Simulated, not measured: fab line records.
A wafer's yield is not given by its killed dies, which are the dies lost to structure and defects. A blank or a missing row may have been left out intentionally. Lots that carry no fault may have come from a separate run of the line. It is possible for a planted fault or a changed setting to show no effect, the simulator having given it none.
Chamber matching || flow gf180mcu || 3 sister chambers for GF_V2_CVD_02 on pecvd-02
The step deposits SiO2 from TEOS, target thk 850 nm, time 94.851 s. 6 wafers are shown with their chamber, then 7 later ones without.

EACH WAFER AND ITS CHAMBER
{"wafer": "L082.5", "chamber": 0, "heater power w (W)": 368, "susceptor temp C (C)": 399.97}
{"wafer": "L086.4", "chamber": 1, "heater power w (W)": 689, "susceptor temp C (C)": 399.91}
{"wafer": "L086.5", "chamber": 0, "heater power w (W)": 369, "susceptor temp C (C)": 400.09}
{"wafer": "L086.6", "chamber": 2, "heater power w (W)": 631, "susceptor temp C (C)": 399.79}
{"wafer": "L091.2", "chamber": 1, "heater power w (W)": 773, "susceptor temp C (C)": 400.05}
{"wafer": "L091.3", "chamber": 2, "heater power w (W)": 644, "susceptor temp C (C)": 399.97}

WAFERS WITHOUT THEIR CHAMBER
{"wafer": "L091.4", "heater power w (W)": 508, "susceptor temp C (C)": 399.75}
{"wafer": "L096.4", "heater power w (W)": 738, "susceptor temp C (C)": 399.74}
{"wafer": "L096.5", "heater power w (W)": 567, "susceptor temp C (C)": 400.38}
{"wafer": "L096.6", "heater power w (W)": 392, "susceptor temp C (C)": 400.11}
{"wafer": "L097.2", "heater power w (W)": 628, "susceptor temp C (C)": 400.10}
{"wafer": "L097.5", "heater power w (W)": 362, "susceptor temp C (C)": 399.94}
{"wafer": "L097.6", "heater power w (W)": 738, "susceptor temp C (C)": 400.10}

WHICH CHAMBER EACH WENT THROUGH
{"wafer": "L091.4", "from the rows above": "can't be placed: 2 or 0", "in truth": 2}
{"wafer": "L096.4", "from the rows above": "can't be placed: 1 or 2", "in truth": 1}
{"wafer": "L096.5", "from the rows above": "can't be placed: 2 or 1 or 0", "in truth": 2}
{"wafer": "L096.6", "from the rows above": 0, "in truth": 0}
{"wafer": "L097.2", "from the rows above": "can't be placed: 2 or 1", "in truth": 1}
{"wafer": "L097.5", "from the rows above": 0, "in truth": 0}
{"wafer": "L097.6", "from the rows above": 1, "in truth": 1}
Correct placement for 3 of the 7. Can't be placed from these rows: 4 (the true chamber is among the candidates in 4). 0 placed wrongly.
How it was worked out, from the rows above alone: a wafer's distance from a chamber is the root of the sum, over the readings, of the square of ((its reading less the chamber's mean) divided by the reading's scatter). The wafer belongs to the nearest chamber; if the next one is less than 2 further off, it can't be placed. A chamber's mean is the mean of its shown wafers. The scatter is the square root of a quotient: the sum, over the shown wafers, of each reading's squared deviation from its chamber's mean, divided by wafers minus chambers.
